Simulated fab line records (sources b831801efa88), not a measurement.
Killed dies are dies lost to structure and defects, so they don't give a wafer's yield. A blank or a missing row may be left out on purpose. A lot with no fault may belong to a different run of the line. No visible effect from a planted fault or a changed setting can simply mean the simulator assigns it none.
Matching of chambers + flow gf180mcu + GF_V3_CVD_02 on pecvd-02 has 3 sister chambers
The step deposits SiO2 from TEOS, target thk 850 nm, time 94.851 s. 3 wafers are shown with their chamber, then 12 later ones without.

WAFERS, EACH WITH ITS CHAMBER
| wafer  | chamber | heater power w (W) |
|--------|---------|--------------------|
| L089.1 | 1       | 670                |
| L089.2 | 2       | 619                |
| L089.3 | 0       | 554                |

WAFERS MISSING THEIR CHAMBER
| wafer  | heater power w (W) |
|--------|--------------------|
| L089.4 | 490                |
| L089.5 | 624                |
| L089.6 | 671                |
| L090.2 | 545                |
| L090.4 | 608                |
| L090.5 | 495                |
| L091.1 | 593                |
| L091.3 | 598                |
| L091.5 | 631                |
| L097.1 | 619                |
| L097.2 | 593                |
| L097.4 | 665                |

THE CHAMBER EACH PASSED THROUGH
| wafer  | from the rows above          | in truth                   |
|--------|------------------------------|----------------------------|
| L089.4 | 0                            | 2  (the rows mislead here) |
| L089.5 | can't be placed: 2 or 1      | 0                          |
| L089.6 | can't be placed: 1 or 2      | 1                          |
| L090.2 | 0                            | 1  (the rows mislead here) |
| L090.4 | can't be placed: 2 or 0 or 1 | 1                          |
| L090.5 | 0                            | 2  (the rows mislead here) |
| L091.1 | can't be placed: 2 or 0 or 1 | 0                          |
| L091.3 | can't be placed: 2 or 0 or 1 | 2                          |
| L091.5 | can't be placed: 2 or 1      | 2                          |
| L097.1 | can't be placed: 2 or 1      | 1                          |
| L097.2 | can't be placed: 2 or 0 or 1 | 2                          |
| L097.4 | can't be placed: 1 or 2      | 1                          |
Correct placement for 0 of the 12. Can't be placed from these rows: 9 (the true chamber is among the candidates in 8). 3 placed wrongly.
How it was worked out, from the rows above alone: a wafer's distance from a chamber is the root of the sum, over the readings, of the square of ((its reading less the chamber's mean) divided by the reading's scatter). If the next closest chamber is less than 2 further off than the closest, the wafer can't be placed; otherwise it belongs to the closest. A chamber's mean is the mean of its shown wafers. The scatter: root of mean squared gap, hidden wafer to nearest shown wafer, with one shown wafer a chamber.
